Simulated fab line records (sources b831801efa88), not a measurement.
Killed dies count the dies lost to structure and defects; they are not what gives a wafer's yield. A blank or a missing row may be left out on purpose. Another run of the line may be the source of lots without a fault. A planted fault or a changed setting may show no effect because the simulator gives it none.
Struck lot and sound lot, side by side | flow sky130 | 15 steps out of a route of 708
Sound: these wafers, L575.1, L575.5, L575.6. Struck: wafer L565.2. (L565.4, L565.6 of the same lot were not struck and are left out.) The cause comes at the end.
Each step with rows lists, per side, the tool, then ch with its chambers, then its first start. Under that, the readings that differ: sound wafers | struck wafers | difference of the means | sigmas: that difference in standard deviations of wafers without a fault.
alike: same words and numbers on both sides, and readings whose means sit less than 2 such deviations apart. not compared: any withheld reading, any reading some wafer has no value for, any bound like >300 that may hide the same value, and any number with overlapping values for which the record gives no deviation.
The two part at a step that has a row with sigmas, a row that says differs or no value, or rows on one side only. Numbers that have no deviation but don't overlap get no sigmas and don't part them. A reading missing from all wafers of one side parts the sides only when that side holds two or more wafers.

first, 1 step without rows for these wafers: SKY_METAL2_DEVELOP_14 (develop time 60 s).
SKY_METAL2_CD_MEAS_15: target cd 140 nm.
  struck on cd_sem-01, day 37 06:17; sound on cd_sem-01, day 40 20:35
  alike: cd_nm
SKY_METAL2_OVL_MEAS_16:
  struck on overlay-02, day 37 06:23; sound on overlay-02, day 40 20:43
  alike: METAL2_OVL
SKY_METAL2_DESCUM_17: chemistry O2, time 8 s.
  sound on rie_metal-02 ch 0,1, day 40 20:45; struck on rie_metal-01 ch 1, day 37 06:25
  alike: drypump_motor_current_A, he_backside_leak_sccm, oes_product_au
  not compared: rf_hours_counter_h
SKY_METAL2_ETCH_18: etches BARC in N2/H2, stops on SiO2, time 45.9 s, target depth 60 nm.
  sound on rie_metal-02 ch 0,1, day 40 20:47; struck on rie_metal-01 ch 1, day 37 06:27
  alike: drypump_motor_current_A, he_backside_leak_sccm, oes_product_au, throttle_valve_pct
  not compared: rf_hours_counter_h
SKY_METAL2_METAL_ETCH_19: etches the open film in Cl2/BCl3, stops on SiO2, target depth 360 nm, time 78 s.
  sound on rie_metal-02 ch 0,1, day 40 20:50; struck on rie_metal-01 ch 1, day 37 06:31
  alike: drypump_motor_current_A, he_backside_leak_sccm, mfc_cl2_sccm, oes_product_au, throttle_valve_pct
  not compared: rf_hours_counter_h
SKY_METAL2_STRIP_20: strips in O2/N2.
  sound on plasma_asher-04 ch 0,1, day 40 20:56; struck on plasma_asher-01 ch 1, day 37 06:37
  alike: drypump_motor_current_A, oes_product_au, strip_time_to_endpoint_s
  not compared: rf_hours_counter_h
then, 4 steps without rows for these wafers: SKY_METAL2_STRIP_21 (strips in post etch residue remover, time 1200 s); SKY_METAL2_CLEAN_22 (cleans in IPA, time 180 s); SKY_METAL2_CLEAN_23 (cleans in O3/DIW); SKY_VIA2_HDPCVD_00 (deposits SiO2, target thk 1180 nm, time 196.7 s).
SKY_VIA2_THK_MEAS_01:
  struck on film_metro-02, day 37 07:20; sound on film_metro-02, day 40 21:39
  alike: VIA2_HDPCVD_THK
SKY_VIA2_CMP_02: polishes SiO2.
  sound on cmp-02 ch 1,2,3, day 40 21:49; struck on cmp-01 ch 2, day 37 07:26
  reading             | sound             | struck | difference | sigmas
  motor_current_A (A) | 11.1 11.3 12.1    | 14.1   | +2.6       | +2
  platen_rpm (rpm)    | 60.02 60.04 60.00 | 66.08  | +6.06      | +99 or more
  alike: slurry_filter_dp_kPa
SKY_VIA2_BOW_MEAS_03:
  struck on film_metro-03, day 37 07:43; sound on film_metro-03, day 40 22:01
  alike: VIA2_BOW
-- the record jumps here: 10 days lie between the struck wafers' starts before and after (it left off in module VIA2 and takes up again in module PAD_OPEN, whose first step shown is number 708 of the route) --
SKY_PAD_OPEN_PROBE_99:
  struck on prober-02, day 47 10:47; sound on prober-02, day 50 03:07
  reading            | sound    | struck | difference | sigmas
  killed_at_contacts | 25 24 15 | 34     | +13        | +2
  alike: defect_limited_yield, killed_at_M0_to_M3, killed_at_M4_up, killed_at_front_end, killed_at_other, killed_dies, killed_on_rim, killed_open, killed_short, sort_bin_3_pad_short, sort_bin_5_function, sort_bin_6_memory, sort_n_pass, sort_yield_pct

== WHERE THEY PART ==
Earliest at SKY_VIA2_CMP_02; latest, in this record, at SKY_PAD_OPEN_PROBE_99.

WHY: whatever the simulator had introduced
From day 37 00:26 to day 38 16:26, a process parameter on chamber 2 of cmp-01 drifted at SKY_VIA2_CMP_02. Setting platen_rpm, moved by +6, from 60. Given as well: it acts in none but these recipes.
